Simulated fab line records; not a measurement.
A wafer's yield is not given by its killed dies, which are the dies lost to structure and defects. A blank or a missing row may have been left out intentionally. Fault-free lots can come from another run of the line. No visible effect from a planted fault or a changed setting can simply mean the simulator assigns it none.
Matching of chambers | flow sky130 | 4 sister chambers for SKY_VIA3_CMP_24 on cmp-02
The step polishes, stops on SiO2, t overpolish 20 s, target thk 0 nm. 4 wafers are shown with their chamber, then 12 later ones without.

== WAFERS PAIRED WITH THEIR CHAMBERS ==
wafer  | chamber | motorCurrentA (A)
L091.4 | 2       | 11.0
L091.6 | 1       | 12.9
L092.4 | 0       | 9.9
L092.6 | 3       | 9.7

== WAFERS MISSING THEIR CHAMBER ==
wafer  | motorCurrentA (A)
L093.1 | 12.7
L093.4 | 11.6
L093.5 | 10.0
L095.3 | 9.7
L095.4 | 9.3
L095.5 | 9.9
L096.1 | 13.3
L096.3 | 10.0
L096.4 | 9.7
L097.1 | 9.7
L097.2 | 11.3
L097.3 | 12.9

== WHICH CHAMBER EACH WENT THROUGH ==
wafer  | from the rows above     | in truth
L093.1 | 1                       | 1
L093.4 | 2                       | 2
L093.5 | can't be placed: 0 or 3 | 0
L095.3 | can't be placed: 3 or 0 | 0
L095.4 | can't be placed: 3 or 0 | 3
L095.5 | can't be placed: 0 or 3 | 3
L096.1 | 1                       | 1
L096.3 | can't be placed: 0 or 3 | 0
L096.4 | can't be placed: 3 or 0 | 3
L097.1 | can't be placed: 3 or 0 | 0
L097.2 | 2                       | 2
L097.3 | 1                       | 1
5 of 12 placed correctly. From these rows, 7 cannot be placed; in 7 the true chamber is one of the candidates. Placed wrongly: 0.
How it was worked out, from the rows above alone: a wafer's distance from a chamber is the root of the sum, over the readings, of the square of ((its reading less the chamber's mean) divided by the reading's scatter). The wafer belongs to the nearest chamber; if the next one is less than 2 further off, it can't be placed. The mean given for a chamber averages the wafers shown for that chamber. The scatter (one wafer shown for each chamber): square how far every hidden wafer sits from the nearest shown wafer, average those squares and take the square root.
